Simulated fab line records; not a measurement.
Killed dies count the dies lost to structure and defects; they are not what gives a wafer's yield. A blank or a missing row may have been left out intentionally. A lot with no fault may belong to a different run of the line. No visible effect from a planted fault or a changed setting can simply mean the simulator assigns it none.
fab line records    flow sky130
[record] lots = 10  wafers = 30  lastDay = 50
route steps=708 shown LDD_HVP@287 SPACER@306 POLY_CUT@317 PAD_OPEN@708
lots untouched by any fault: they come from a run of this same line in which no faults occurred
startH: hours from the record's first day to the start of the lot's first wafer shown    waitH: how many hours have passed since the lot's step before this one    " the same as in the row above    L1.1+2: one row covering several wafers at once    - no value, or no start was given    * or withheld: withheld    < > ~ a bound
route shown NAME@n: NAME is a module with steps in the file, n the number in the route of the first one    usual: mean and standard deviation over wafers with no fault    same: alike in all rows    chamber/n: place in a boat    sites: the reading at each site    _std_site: their standard deviation    _edge_site: inner sites' mean taken away from outer sites' mean    radiusMm: how far each site lies from the wafer's centre    mask NAME#n: copy n    behind: the most recent tool/chamber to have shaped the wafer    hold: cause of the lot's hold/its duration in hours/its outcome    device: whichever transistor did not switch (one of n, p or np)    end of line: at the end of the route, the tests of the same wafers    for a step that has no rows: nothing shown but its recipe    killed: dies that structure and defects cost at the first sort, which is not the same as the wafer's yield    map: a wafer's dies, marking killed ones x, the rest . and places with no die _
set.NAME: the setting as run; set.NAME@STEP: as run at that earlier step    model.NAME: the simulator's own value behind a step, which no gauge read
a sample of lots followed through the steps of the route, with each step as a table and each wafer as a row
services: when a tool's chamber went out of use (startH, in hours from the record's first day, below 0 if earlier), for how many hours, and the reason
[[steps]]
[step SKY_LDD_HVP_STRIP_09]
[recipe] chemistry = O2/N2  powerW = 1400  pressureMtorr = 1500  platenTempC = withheld  o2FlowSccm = 3000  n2FlowSccm = 300  overashFraction = 0.5
[usual] drypumpMotorCurrentA = 6.2/0.35  n2FlowSccm = 299.9/0.81  oesProductAu = 0.409/0.0043  stripTimeToEndpointS = 4.145/0.016
lot.wafer  tool            chamber  startH  waitH  drypumpMotorCurrentA  n2FlowSccm  oesProductAu  rfHoursCounterH  stripTimeToEndpointS
L660.1     plasmaAsher-03  1        492.00  0.1    6.4                   300.4       0.413         6                4.168
L660.4     "               1        "       "      6.4                   300.8       0.413         -                4.158
L660.5     "               0        "       "      6.0                   299.8       0.413         -                4.146
L661.3     plasmaAsher-02  0        496.22  0.1    6.6                   300.2       0.405         -                4.149
L661.4     "               1        "       "      6.4                   299.7       0.415         -                4.153
L661.6     "               0        "       "      6.6                   300.4       0.410         -                4.142
L662.1     plasmaAsher-02  0        510.39  0.1    6.6                   300.4       0.411         82               4.118
L662.5     "               1        "       "      6.4                   300.1       0.409         -                4.147
L662.6     "               0        "       "      6.6                   299.6       0.406         -                4.131
L663.2     plasmaAsher-02  1        519.79  0.1    6.4                   299.1       0.415         83               4.137
L663.3     "               1        "       "      6.4                   298.7       0.397         -                4.150
L663.4     "               0        "       "      6.6                   299.8       0.406         -                4.128
L665.2     plasmaAsher-03  1        548.25  0.1    6.4                   298.9       0.412         11               4.141
L665.3     "               0        "       "      5.9                   299.8       0.409         -                4.146
L665.5     "               1        "       "      6.4                   300.4       0.409         -                4.153
L666.2     plasmaAsher-02  1        557.30  0.1    6.5                   299.4       0.415         87               4.145
L666.3     "               1        "       "      6.5                   300.5       0.409         -                4.137
L666.6     "               0        "       "      6.6                   300.8       0.408         -                4.152
L667.1     plasmaAsher-02  1        563.65  0.1    6.5                   299.8       0.405         88               4.127
L667.5     "               0        "       "      6.6                   299.4       0.400         -                4.127
L667.6     "               1        "       "      6.4                   301.1       0.405         -                4.124
L672.1     plasmaAsher-02  0        605.50  0.1    6.6                   299.3       0.401         93               4.157
L672.2     "               1        "       "      6.4                   299.6       0.403         93               4.161
L672.4     "               0        "       "      6.6                   299.8       0.409         -                4.143
L673.4     plasmaAsher-02  1        610.43  0.1    6.5                   299.4       0.405         -                4.133
L673.5     "               0        "       "      6.6                   299.7       0.404         -                4.135
L673.6     "               1        "       "      6.4                   298.4       0.412         -                4.152
L682.2     plasmaAsher-02  0        677.35  0.1    6.6                   300.4       0.413         101              4.171
L682.3     "               1        "       "      6.4                   300.8       0.413         -                4.160
L682.6     "               0        "       "      6.6                   299.1       0.400         -                4.149
[step SKY_SPACER_ETCHBACK_02]
[recipe] chemistry = CH3F/O2  target = Si3N4  stopOn = SiO2  sourceW = 400  biasW = 80  pressureMtorr = 25  ch3fFlowSccm = 40  O2_flow_sccm = 30  timeS = 46.7  targetDepthA = 450
[usual] ch3fFlowSccm = 39.98/0.12  drypumpMotorCurrentA = 5.8/0.52  oesProductAu = 0.856/0.007  throttleValvePct = 10.562/0.0091
lot.wafer  tool        chamber  startH  waitH  ch3fFlowSccm  drypumpMotorCurrentA  oesProductAu  rfHoursCounterH  throttleValvePct
L660.1     rieDiel-02  3        525.59  0.1    39.88         5.7                   0.852         17               10.564
L660.4     "           0        "       "      39.80         5.4                   0.842         -                10.572
L660.5     "           3        "       "      39.94         5.7                   0.852         -                10.561
L661.3     rieDiel-02  0        528.99  0.0    40.14         5.5                   0.867         8                10.571
L661.4     "           2        "       "      40.06         5.3                   0.869         12               10.572
L661.6     "           3        "       "      39.76         5.7                   0.850         -                10.553
L662.1     rieDiel-01  1        542.89  0.1    40.16         6.2                   0.846         0                10.554
L662.5     "           2        "       "      40.03         6.4                   0.852         -                10.559
L662.6     "           3        "       "      39.95         5.5                   0.845         -                10.540
L663.2     rieDiel-01  2        552.00  0.0    39.87         6.4                   0.845         16               10.566
L663.3     "           1        "       "      40.10         6.2                   0.850         0                10.560
L663.4     "           3        "       "      40.01         5.6                   0.845         12               10.564
L665.2     rieDiel-01  3        580.89  0.0    39.89         5.6                   0.851         13               10.550
L665.3     "           2        "       "      39.99         6.4                   0.856         17               10.574
L665.5     "           0        "       "      40.16         4.9                   0.854         -                10.559
L666.2     rieDiel-02  3        589.95  0.0    40.11         5.7                   0.858         18               10.555
L666.3     "           1        "       "      39.86         5.9                   0.859         13               10.558
L666.6     "           1        "       "      39.94         5.9                   0.858         -                10.571
L667.1     rieDiel-01  3        595.46  0.1    39.93         5.5                   0.863         13               10.557
L667.5     "           2        "       "      40.14         6.4                   0.854         -                10.550
L667.6     "           1        "       "      39.89         6.2                   0.848         -                10.575
L672.1     rieDiel-01  2        638.62  0.1    39.98         6.4                   0.863         19               10.568
L672.2     "           1        "       "      39.84         6.2                   0.867         2                10.577
L672.4     "           0        "       "      39.87         4.9                   0.857         15               10.569
L673.4     rieDiel-01  2        641.37  0.0    40.01         6.4                   0.871         19               10.551
L673.5     "           1        "       "      39.85         6.2                   0.864         -                10.558
L673.6     "           2        "       "      39.99         6.4                   0.854         -                10.553
L682.2     rieDiel-01  1        708.46  0.0    40.01         6.3                   0.858         4                10.547
L682.3     "           3        "       "      40.02         5.5                   0.848         15               10.556
L682.6     "           3        "       "      40.14         5.5                   0.847         -                10.564
[step SKY_POLY_CUT_ETCH_10]
[recipe] chemistry = N2/H2  target = BARC  ionEnergyEv = 200  sourceW = 500  biasW = 100  pressureMtorr = 30  n2FlowSccm = 100  h2FlowSccm = 200  stopOn = SiO2  timeS = 45.9  targetDepthA = 600
[usual] drypumpMotorCurrentA = 6.0/0.5  n2FlowSccm = 100.0/0.33  oesProductAu = 0.855/0.0045  throttleValvePct = 13.225/0.0097
lot.wafer  tool        chamber  startH  waitH  drypumpMotorCurrentA  n2FlowSccm  oesProductAu  rfHoursCounterH  throttleValvePct
L660.1     rieDiel-03  3        556.16  0.0    5.4                   100.1       0.856         11               13.220
L660.4     "           0        "       "      5.9                   100.3       0.857         1                13.227
L660.5     "           2        "       "      6.6                   99.7        0.850         -                13.221
L661.3     rieDiel-03  1        559.26  0.0    5.8                   99.9        0.851         17               13.230
L661.4     "           0        "       "      5.9                   100.0       0.855         1                13.218
L661.6     "           3        "       "      5.4                   100.2       0.861         -                13.230
L662.1     rieDiel-04  2        572.84  0.0    6.7                   99.5        0.858         0                13.222
L662.5     "           3        "       "      6.2                   100.4       0.855         -                13.232
L662.6     "           0        "       "      5.6                   100.2       0.852         -                13.228
L663.2     rieDiel-04  2        581.77  0.0    6.7                   100.2       0.848         1                13.232
L663.3     "           3        "       "      6.2                   99.7        0.866         15               13.209
L663.4     "           1        "       "      6.1                   99.4        0.852         14               13.236
L665.2     rieDiel-04  3        610.42  0.0    6.2                   100.7       0.849         15               13.225
L665.3     "           2        "       "      6.7                   99.9        0.860         1                13.234
L665.5     "           3        "       "      6.3                   100.0       0.855         -                13.229
L666.2     rieDiel-03  2        618.99  0.0    6.6                   99.5        0.857         20               13.207
L666.3     "           0        "       "      5.9                   100.4       0.856         2                13.224
L666.6     "           0        "       "      5.9                   99.9        0.863         -                13.211
L667.1     rieDiel-04  1        624.86  0.0    6.1                   99.6        0.854         14               13.218
L667.5     "           2        "       "      6.7                   100.1       0.857         -                13.219
L667.6     "           3        "       "      6.2                   100.1       0.853         -                13.214
L672.1     rieDiel-04  0        667.07  0.0    5.6                   99.9        0.858         2                13.243
L672.2     "           1        "       "      6.1                   99.4        0.862         15               13.211
L672.4     "           2        "       "      6.7                   100.6       0.871         2                13.238
L673.4     rieDiel-03  1        669.81  0.0    5.8                   100.1       0.852         20               13.217
L673.5     "           3        "       "      5.4                   100.2       0.859         -                13.231
L673.6     "           0        "       "      5.9                   100.4       0.858         -                13.212
L682.2     rieDiel-04  0        735.99  0.0    5.6                   100.1       0.856         4                13.233
L682.3     "           3        "       "      6.2                   100.1       0.852         18               13.231
L682.6     "           2        "       "      6.7                   99.9        0.854         -                13.225
[step SKY_POLY_CUT_ETCH_11]
[recipe] target = Si3N4  chemistry = CF4/CH2F2/Ar  stopOn = poly-Si  sourceW = 600  biasW = 150  pressureMtorr = 40  cf4FlowSccm = 40  ch2f2FlowSccm = 20  Ar_flow_sccm = 150  timeS = 42.5  targetDepthA = 600
[usual] drypumpMotorCurrentA = 6.0/0.5  oesProductAu = 0.830/0.0058  throttleValvePct = 14.994/0.0088
lot.wafer  tool        chamber  startH  waitH  drypumpMotorCurrentA  oesProductAu  rfHoursCounterH  throttleValvePct
L660.1     rieDiel-03  3        556.20  0.0    5.4                   0.828         11               14.987
L660.4     "           0        "       "      5.8                   0.825         1                14.983
L660.5     "           2        "       "      6.6                   0.827         -                14.990
L661.3     rieDiel-03  1        559.30  0.0    5.8                   0.826         17               15.010
L661.4     "           0        "       "      5.8                   0.827         1                14.985
L661.6     "           3        "       "      5.4                   0.828         -                15.000
L662.1     rieDiel-04  2        572.88  0.0    6.7                   0.833         0                14.997
L662.5     "           3        "       "      6.3                   0.841         -                14.996
L662.6     "           0        "       "      5.7                   0.837         -                14.995
L663.2     rieDiel-04  2        581.82  0.0    6.7                   0.831         1                15.001
L663.3     "           3        "       "      6.2                   0.835         15               14.995
L663.4     "           1        "       "      6.1                   0.820         14               14.995
L665.2     rieDiel-04  3        610.47  0.0    6.2                   0.833         15               14.997
L665.3     "           2        "       "      6.7                   0.840         1                15.002
L665.5     "           3        "       "      6.2                   0.827         -                15.003
L666.2     rieDiel-03  2        619.03  0.0    6.6                   0.831         20               14.998
L666.3     "           0        "       "      5.8                   0.838         2                15.005
L666.6     "           0        "       "      5.8                   0.837         -                15.002
L667.1     rieDiel-04  1        624.90  0.0    6.1                   0.829         14               15.000
L667.5     "           2        "       "      6.7                   0.831         -                14.984
L667.6     "           3        "       "      6.3                   0.824         -                15.005
L672.1     rieDiel-04  0        667.12  0.0    5.6                   0.830         2                14.994
L672.2     "           1        "       "      6.1                   0.827         15               15.002
L672.4     "           2        "       "      6.7                   0.834         2                15.004
L673.4     rieDiel-03  1        669.85  0.0    5.8                   0.830         20               15.003
L673.5     "           3        "       "      5.3                   0.827         -                15.003
L673.6     "           0        "       "      5.9                   0.821         -                14.989
L682.2     rieDiel-04  0        736.03  0.0    5.6                   0.826         4                14.984
L682.3     "           3        "       "      6.2                   0.821         18               14.983
L682.6     "           2        "       "      6.7                   0.823         -                14.978
[step SKY_POLY_CUT_STRIP_12]
[recipe] chemistry = O2/N2  powerW = 1400  pressureMtorr = 1500  platenTempC = withheld  o2FlowSccm = 3000  n2FlowSccm = 300  overashFraction = 0.5
[usual] drypumpMotorCurrentA = 6.2/0.44  n2FlowSccm = 299.9/0.9  oesProductAu = 0.452/0.0048  stripTimeToEndpointS = 5.358/0.016
lot.wafer  tool            chamber  startH  waitH  drypumpMotorCurrentA  n2FlowSccm  oesProductAu  rfHoursCounterH  stripTimeToEndpointS
L660.1     plasmaAsher-01  0        556.24  0.0    5.4                   299.0       0.450         73               5.349
L660.4     "               0        "       "      5.4                   300.3       0.457         -                5.343
L660.5     "               0        "       "      5.4                   300.0       0.457         -                5.340
L661.3     plasmaAsher-03  1        559.38  0.1    6.4                   300.0       0.455         -                5.344
L661.4     "               0        "       "      5.9                   298.7       0.452         -                5.354
L661.6     "               0        "       "      6.0                   299.2       0.450         -                5.338
L662.1     plasmaAsher-01  0        572.92  0.0    5.4                   300.7       0.450         75               5.373
L662.5     "               1        "       "      6.6                   300.4       0.450         -                5.378
L662.6     "               0        "       "      5.4                   300.4       0.456         -                5.350
L663.2     plasmaAsher-03  0        581.86  0.0    6.0                   301.8       0.462         16               5.325
L663.3     "               1        "       "      6.4                   301.2       0.454         -                5.332
L663.4     "               0        "       "      6.0                   301.2       0.454         -                5.357
L665.2     plasmaAsher-03  1        610.51  0.0    6.4                   299.7       0.448         18               5.355
L665.3     "               1        "       "      6.4                   299.2       0.462         -                5.358
L665.5     "               1        "       "      6.4                   299.4       0.453         -                5.369
L666.2     plasmaAsher-03  1        619.07  0.0    6.4                   301.5       0.448         19               5.360
L666.3     "               1        "       "      6.4                   300.0       0.449         -                5.371
L666.6     "               0        "       "      5.9                   299.0       0.448         -                5.374
L667.1     plasmaAsher-03  1        624.94  0.0    6.4                   299.7       0.451         20               5.353
L667.5     "               1        "       "      6.4                   299.8       0.451         -                5.369
L667.6     "               0        "       "      6.0                   299.2       0.444         -                5.335
L672.1     plasmaAsher-02  1        667.16  0.0    6.4                   298.6       0.451         99               5.353
L672.2     "               0        "       "      6.6                   300.2       0.444         99               5.323
L672.4     "               1        "       "      6.4                   300.7       0.453         -                5.349
L673.4     plasmaAsher-02  0        669.93  0.1    6.6                   298.9       0.455         -                5.361
L673.5     "               0        "       "      6.6                   298.4       0.449         -                5.368
L673.6     "               1        "       "      6.4                   299.8       0.458         -                5.375
L682.2     plasmaAsher-03  1        736.07  0.0    6.4                   300.8       0.457         30               5.405
L682.3     "               1        "       "      6.4                   301.7       0.460         -                5.428
L682.6     "               1        "       "      6.4                   299.0       0.452         -                5.390
[step SKY_PAD_OPEN_PROBE_99]
[usual] killed_at_M0_to_M3 = 42/6.9  killed_at_M4_up = 3.2/1.7  killedAtContacts = 23/5.5  killedAtFrontEnd = 16/4  killedAtOther = 0.4/0.55  killedDies = 85/9.2  killedOpen = 46/6.8  killedShort = 38/6.2
[same] grossDies = 492  killedAtBackSide = 0
lot.wafer  tool       chamber  startH   waitH  killed_at_M0_to_M3  killed_at_M4_up  killedAtContacts  killedAtFrontEnd  killedAtOther  killedDies  killedOpen  killedShort
L672.1     prober-02  -        1151.43  0.1    31                  3                19                21                1              75          29          46
L672.2     prober-02  -        1151.48  0.1    31                  4                24                21                0              80          45          35
L672.4     prober-02  -        1151.58  0.2    38                  3                36                21                0              98          48          50
L673.4     prober-01  -        1152.51  0.2    36                  5                18                18                0              77          41          36
L673.5     prober-01  -        1152.56  0.2    27                  2                28                14                1              72          38          33
L673.6     prober-01  -        1152.61  0.2    46                  6                27                10                0              89          52          37
L682.2     prober-02  -        1191.93  0.1    43                  7                24                19                1              94          50          39
// killed by level:class
L672.1 VIA1:geometricParticle:short=6 POLY_GATE:geometricParticle:open=5 POLY_GATE:geometricParticle:short=5 VIA2:geometricParticle:short=5 VIA3:geometricParticle:open=5 CONTACT:geometricParticle:open=4 LOCAL_INTERCONNECT:geometricParticle:short=4 CONTACT:geometricParticle:short=4
L672.2 CONTACT:geometricParticle:open=10 VIA1:geometricParticle:open=10 LI_CONTACT:geometricParticle:open=6 FIELD_ISO:geometricParticle:short=5 VIA1:geometricParticle:short=5 POLY_GATE:geometricParticle:open=5 VIA2:geometricParticle:open=5 POLY_GATE:geometricParticle:short=4
L672.4 CONTACT:geometricParticle:open=10 FIELD_ISO:geometricParticle:short=9 LI_CONTACT:geometricParticle:open=9 VIA1:geometricParticle:open=9 METAL1:geometricParticle:short=8 POLY_GATE:geometricParticle:short=7 LI_CONTACT:geometricParticle:short=7 VIA2:geometricParticle:open=6
L673.4 VIA3:geometricParticle:open=12 VIA1:geometricParticle:open=7 POLY_GATE:geometricParticle:short=6 POLY_GATE:geometricParticle:open=5 CONTACT:geometricParticle:open=5 VIA2:geometricParticle:open=5 CONTACT:geometricParticle:short=4 METAL4:geometricParticle:short=4
L673.5 LI_CONTACT:geometricParticle:open=10 VIA3:geometricParticle:open=7 CONTACT:geometricParticle:open=6 VIA1:geometricParticle:short=5 FIELD_ISO:geometricParticle:short=4 LOCAL_INTERCONNECT:geometricParticle:short=4 CONTACT:geometricParticle:short=4 FIELD_ISO:geometricParticle:open=3
L673.6 VIA1:geometricParticle:open=11 CONTACT:geometricParticle:open=8 VIA2:geometricParticle:open=7 VIA3:geometricParticle:open=7 CONTACT:geometricParticle:short=6 LI_CONTACT:geometricParticle:open=5 METAL2:geometricParticle:short=5 VIA3:geometricParticle:short=5
L682.2 VIA1:geometricParticle:open=15 CONTACT:geometricParticle:open=9 LI_CONTACT:geometricParticle:open=8 FIELD_ISO:geometricParticle:short=6 METAL4:geometricParticle:short=6 VIA1:geometricParticle:short=6 VIA2:geometricParticle:open=6 CONTACT:geometricParticle:short=5
[[services]]
tool            chamber  startH  hours  kind
plasmaAsher-02  -        477.86  2.8    pm
rieDiel-04      0        486.06  -      clean
rieDiel-04      0        486.06  17.1   scheduledDown
rieDiel-04      0        486.06  17.1   ventCycle
plasmaAsher-03  -        495.84  2.8    pm
rieDiel-01      1        500.65  6.4    repair
rieDiel-02      -        511.72  0.1    repair
rieDiel-02      1        521.10  7.3    repair
rieDiel-04      2        523.48  -      clean
rieDiel-04      2        523.48  26.2   scheduledDown
rieDiel-04      2        523.48  26.2   ventCycle
rieDiel-04      -        538.94  0.7    repair
rieDiel-02      0        565.42  3.4    repair
rieDiel-01      1        569.39  12.9   repair
rieDiel-03      0        571.10  2.6    repair
rieDiel-01      3        601.40  1.5    repair
rieDiel-01      0        608.24  11.7   repair
plasmaAsher-03  -        610.92  1.2    repair
rieDiel-03      3        629.16  3.5    repair
plasmaAsher-01  -        682.91  0.3    repair
rieDiel-02      -        701.76  0.9    repair
rieDiel-01      -        710.02  68.1   repair
plasmaAsher-02  -        733.75  9.0    pm
rieDiel-04      1        735.20  20.2   repair
[[key]]
[firstSign] step = SKY_POLY_CUT_STRIP_12  reading = stripTimeToEndpointS  direction = up  sigmas = 3.1  usual = *  struck = *
effect none on later readings
metAt SKY_POLY_CUT_ETCH_10
struckLots L682
testerLeftOut L682
notActingAt SKY_LDD_HVP_STRIP_09,SKY_SPACER_ETCHBACK_02,SKY_POLY_CUT_ETCH_11
onsetBetween 667.07 735.99
alsoFits time
[fault] kind = processParameterDrift  tool = rieDiel-04  chamber = -  onsetH = 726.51  steps = SKY_POLY_CUT_ETCH_10  channel = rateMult  offset = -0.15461  shape = step  endH = 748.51
// testerLeftOut: of these lots the tester's yield and bins aren't shown, on N5 and GAA mostly nor the transistor test; their killed dies are dies lost to structure and defects alone, not to doping, threshold or leakage, so they don't give the yield
